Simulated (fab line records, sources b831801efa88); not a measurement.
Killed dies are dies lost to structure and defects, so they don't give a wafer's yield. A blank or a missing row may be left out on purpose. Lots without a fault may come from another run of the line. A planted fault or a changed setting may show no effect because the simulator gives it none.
fab line records | flow sky130 | part 2 of 2: steps 30 to 39 of 39
record lots=5 wafers=15 last_day=49
route steps=708 shown METAL4@622 VIA4@639
lots that met no fault: from a run of the same line without faults
start_h: hours from the record's first day to the start of the lot's first wafer shown | wait_h: hours since the lot's step before | " the same as in the row above | L1.1+2: a row that stands for several wafers | - no value, or no start given | * or withheld: withheld | < > ~ a bound
route shown NAME@n: a module of which the file shows steps, and the number in the route of the first | usual: mean/standard deviation of fault-free wafers | same: alike in all rows | chamber/n: place in a boat | sites: the reading at each site | _std_site: their standard deviation | _edge_site: outer sites' mean less inner sites' | radius_mm: how far each site lies from the wafer's centre | mask NAME#n: copy n | behind: the tool/chamber that last shaped the wafer | hold: why the lot was held/for how many hours/how that ended | device: the transistor (n, p or np) that didn't switch | end of line: the same wafers' tests at the end of the route | a step without rows: its recipe alone | killed: dies lost to structure and defects at the first sort, not the wafer's yield | map: a wafer's dies, x killed, . not, _ none there
set.NAME: the setting as run; set.NAME@STEP: as run at that earlier step | model.NAME: the simulator's own value behind a step, which no gauge read
lots at some steps of the route; a table a step, a row a wafer
services: from which hour (start_h, from the record's first day; less than 0 if before it) a tool's chamber was out of use, for how many hours, and why
## steps
# step SKY_VIA4_ETCH_12
# recipe target=SiO2 chemistry=C4F8/O2/Ar stop_on=TiN mask_material=NOVOLAK source_w=1500 bias_w=1200 pressure_mtorr=40 c4f8_flow_sccm=withheld O2_flow_sccm=6 Ar_flow_sccm=300 time_s=withheld target_depth_a=5800
# usual oes_product_au=0.925/0.0048 rf_fwd_power_W=1492/4.8
# columns lot.wafer tool chamber start_h wait_h oes_product_au rf_fwd_power_W
L077.4 rie_diel-04 0 1024.45 0.0 0.923 1480
L077.5 " 3 " " 0.926 1486
L077.6 " 2 " " 0.922 1489
L084.2 rie_diel-04 3 1071.98 0.0 0.927 1493
L084.3 " 0 " " 0.917 1486
L084.5 " 3 " " 0.928 1498
L087.3 rie_diel-04 1 1093.50 0.0 0.925 1488
L087.5 " 3 " " 0.926 1487
L087.6 " 2 " " 0.923 1492
L088.2 rie_diel-02 1 1101.15 0.0 0.922 1495
L088.4 " 2 " " 0.921 1491
L088.6 " 0 " " 0.922 1488
L091.1 rie_diel-04 0 1112.85 0.0 0.920 1485
L091.2 " 2 " " 0.932 1491
L091.3 " 1 " " 0.925 1495
# step SKY_VIA4_STRIP_13
# recipe chemistry=O2/N2 power_w=1400 pressure_mtorr=1500 platen_temp_c=withheld o2_flow_sccm=3000 n2_flow_sccm=300 overash_fraction=0.5
# usual drypump_motor_current_A=5.96/0.15 oes_product_au=0.710/0.0041 strip_time_to_endpoint_s=12.814/0.028
# columns lot.wafer tool chamber start_h wait_h drypump_motor_current_A oes_product_au rf_hours_counter_h strip_time_to_endpoint_s
L077.4 plasma_asher-03 1 1024.56 - 6.00 0.705 - 12.796
L077.5 " 1 " " 6.03 0.713 - 12.801
L077.6 " 0 " " 6.15 0.705 - 12.801
L084.2 plasma_asher-04 1 1072.05 - 6.01 0.715 1 12.818
L084.3 " 0 " " 6.08 0.704 - 12.832
L084.5 " 0 " " 6.08 0.711 - 12.786
L087.3 plasma_asher-04 1 1093.60 - 6.02 0.709 - 12.856
L087.5 " 1 " " 5.99 0.710 - 12.814
L087.6 " 0 " " 6.05 0.718 - 12.836
L088.2 plasma_asher-01 0 1101.22 - 5.69 0.712 62 12.821
L088.4 " 1 " " 5.76 0.709 - 12.769
L088.6 " 1 " " 5.75 0.706 - 12.802
L091.1 plasma_asher-04 0 1112.93 - 6.07 0.707 5 12.862
L091.2 " 1 " " 6.00 0.711 5 12.826
L091.3 " 0 " " 6.04 0.707 - 12.853
# step SKY_VIA4_STRIP_14
# recipe chemistry=post_etch_residue_remover time_s=1200 temp_c=72.5
# columns lot.wafer tool chamber start_h wait_h
L077.4+5+6 wet_bench-01 0 1024.63 0.0
L084.2+3+5 wet_bench-01 0 1072.15 0.1
L087.3+5+6 wet_bench-02 0 1093.68 0.0
L088.2+4+6 wet_bench-03 0 1101.32 0.1
L091.1+2+3 wet_bench-03 3 1113.03 0.1
# step SKY_VIA4_CLEAN_15
# recipe chemistry=IPA time_s=180 temp_c=25
# columns lot.wafer tool chamber start_h wait_h
L077.4+5+6 wet_bench-02 0 1024.97 0.0
L084.2+3+5 wet_bench-02 3 1072.49 0.0
L087.3+5+6 wet_bench-03 3 1094.02 0.0
L088.2+4+6 wet_bench-02 2 1101.66 0.0
L091.1+2+3 wet_bench-02 3 1113.40 0.0
# step SKY_VIA4_CLEAN_16
# recipe chemistry=O3/DIW dry=n2_spin
# columns lot.wafer tool chamber start_h wait_h
L077.4+5+6 wet_bench-01 1 1025.03 0.0
L084.2+3+5 wet_bench-03 0 1072.62 0.0
L087.3+5+6 wet_bench-02 2 1094.08 0.0
L088.2+4+6 wet_bench-01 2 1101.72 0.0
L091.1+2+3 wet_bench-03 0 1113.46 0.0
# step SKY_VIA4_SPUTTER_17
# recipe material=TiN target_thk_nm=20 chamber_pressure_pa=5 power_w=4000 time_s=80
# usual throttle_valve_pct=29.9/1.1
# columns lot.wafer tool chamber start_h wait_h throttle_valve_pct
L077.4 pvd_sputter-01 - 1025.15 0.0 29.5
L077.5 " - " " 29.7
L077.6 " - " " 29.0
L084.2 pvd_sputter-01 - 1072.71 0.0 29.9
L084.3 " - " " 29.9
L084.5 " - " " 29.5
L087.3 pvd_sputter-03 - 1094.17 0.0 29.8
L087.5 " - " " 28.5
L087.6 " - " " 29.7
L088.2 pvd_sputter-03 - 1101.82 0.0 31.4
L088.4 " - " " 30.9
L088.6 " - " " 30.0
L091.1 pvd_sputter-03 - 1113.56 0.0 29.9
L091.2 " - " " 30.9
L091.3 " - " " 28.5
# step SKY_VIA4_CVD_18
# recipe material=W target_thk_nm=505 time_s=152.14 temp_c=400 pressure_torr=40
# usual heater_power_w=869/67
# columns lot.wafer tool chamber start_h wait_h heater_power_w
L077.4 cvd_w-02 1 1025.23 0.1 733
L077.5 " 1 " " 746
L077.6 " 0 " " 908
L084.2 cvd_w-01 1 1072.77 0.0 901
L084.3 " 0 " " 891
L084.5 " 1 " " 902
L087.3 cvd_w-02 0 1094.29 0.1 895
L087.5 " 0 " " 914
L087.6 " 1 " " 761
L088.2 cvd_w-02 0 1101.88 0.0 920
L088.4 " 0 " " 919
L088.6 " 0 " " 933
L091.1 cvd_w-02 1 1113.62 0.0 753
L091.2 " 0 " " 908
L091.3 " 0 " " 900
# step SKY_VIA4_RS_MEAS_19
# recipe thk_meas_gauge=four-point-probe reads=W_of_VIA4_CVD_18+TiN_of_VIA4_SPUTTER_17
# usual VIA4_W_RS=0.2281/0.0029
# columns lot.wafer tool chamber start_h wait_h VIA4_W_RS[ohm/sq]
L077.4 film_metro-03 - 1025.39 0.1 0.2290
L077.5 " - " " 0.2265
L077.6 " - " " 0.2259
L084.2 film_metro-03 - 1072.94 0.1 0.2321
L084.3 " - " " 0.2296
L084.5 " - " " 0.2333
L087.3 film_metro-04 - 1094.43 0.1 0.2227
L087.5 " - " " 0.2241
L087.6 " - " " 0.2229
L088.2 film_metro-03 - 1102.05 0.1 0.2275
L088.4 " - " " 0.2272
L088.6 " - " " 0.2274
L091.1 film_metro-02 - 1113.77 0.1 0.2277
L091.2 " - " " 0.2268
L091.3 " - " " 0.2255
# step SKY_VIA4_THK_MEAS_20
# recipe thk_meas_gauge=xrf reads=W_of_VIA4_CVD_18
# usual VIA4_W_THK=522/9
# columns lot.wafer tool chamber start_h wait_h VIA4_W_THK[nm]
L077.4 film_metro-03 - 1025.48 0.1 520
L077.5 " - " " 529
L077.6 " - " " 524
L084.2 film_metro-03 - 1073.05 0.1 516
L084.3 " - " " 526
L084.5 " - " " 517
L087.3 film_metro-04 - 1094.53 0.1 526
L087.5 " - " " 525
L087.6 " - " " 527
L088.2 film_metro-03 - 1102.16 0.1 532
L088.4 " - " " 529
L088.6 " - " " 524
L091.1 film_metro-02 - 1113.89 0.1 520
L091.2 " - " " 521
L091.3 " - " " 521
# step SKY_VIA4_CMP_21
# recipe stop_on=SiO2 t_overpolish_s=25 down_force_psi=3.5 platen_rpm=60 target_thk_nm=0 pad_velocity_m_s=0.94248
# usual motor_current_A=11.1/1.4 overpolish_run_s=25.001/0.0091 time_to_endpoint_s=120/4.4
# columns lot.wafer tool chamber start_h wait_h motor_current_A overpolish_run_s time_to_endpoint_s
L077.4 cmp-02 0 1025.56 0.1 9.9 24.997 113
L077.5 " 3 " " 9.9 24.996 118
L077.6 " 0 " " 10.3 24.992 120
L084.3 cmp-02 1 1073.15 0.1 12.8 24.987 118
L084.2 " 3 " " 9.2 25.005 123
L084.5 " 1 " " 13.8 24.996 112
L087.3 cmp-02 0 1094.62 0.1 9.9 25.020 119
L087.5 " 3 " " 10.0 24.998 123
L087.6 " 0 " " 10.2 24.987 118
L088.4 cmp-02 1 1102.26 0.1 12.7 24.984 119
L088.2 " 2 " " 11.3 24.991 127
L088.6 " 1 " " 13.6 24.996 120
L091.1 cmp-02 2 1113.95 0.1 11.3 24.991 125
L091.3 " 0 " " 9.8 25.006 120
L091.2 " 1 " " 13.5 25.000 118
## services
# columns tool chamber start_h hours kind
rie_diel-04 1 965.21 6.9 repair
krf_scanner-02 - 970.83 1.3 pm
cmp-02 - 981.41 1.8 repair
krf_scanner-02 - 983.37 1.0 pm
pvd_sputter-01 - 988.23 4.8 repair
iline_stepper-01 - 996.77 4.4 pm
rie_diel-01 - 996.84 0.4 repair
rie_diel-03 0 1001.50 4.9 repair
hdpcvd-01 - 1006.04 0.7 repair
cmp-02 - 1019.89 4.1 pm
pvd_sputter-01 - 1020.37 0.7 repair
plasma_asher-04 - 1025.51 3.9 repair
krf_scanner-02 - 1026.78 0.8 pm
hdpcvd-01 - 1033.63 33.7 repair
pvd_sputter-03 - 1043.48 3.4 repair
plasma_asher-04 - 1055.25 9.0 pm
hdpcvd-02 - 1064.84 1.1 repair
rie_metal-01 - 1074.63 14.6 pm
krf_scanner-02 - 1089.35 2.0 repair
krf_scanner-02 - 1090.02 0.6 repair
iline_stepper-02 - 1096.39 1.7 pm
rie_diel-01 2 1099.52 9.9 repair
rie_diel-03 2 1104.24 13.3 repair
iline_stepper-01 - 1107.73 1.7 pm
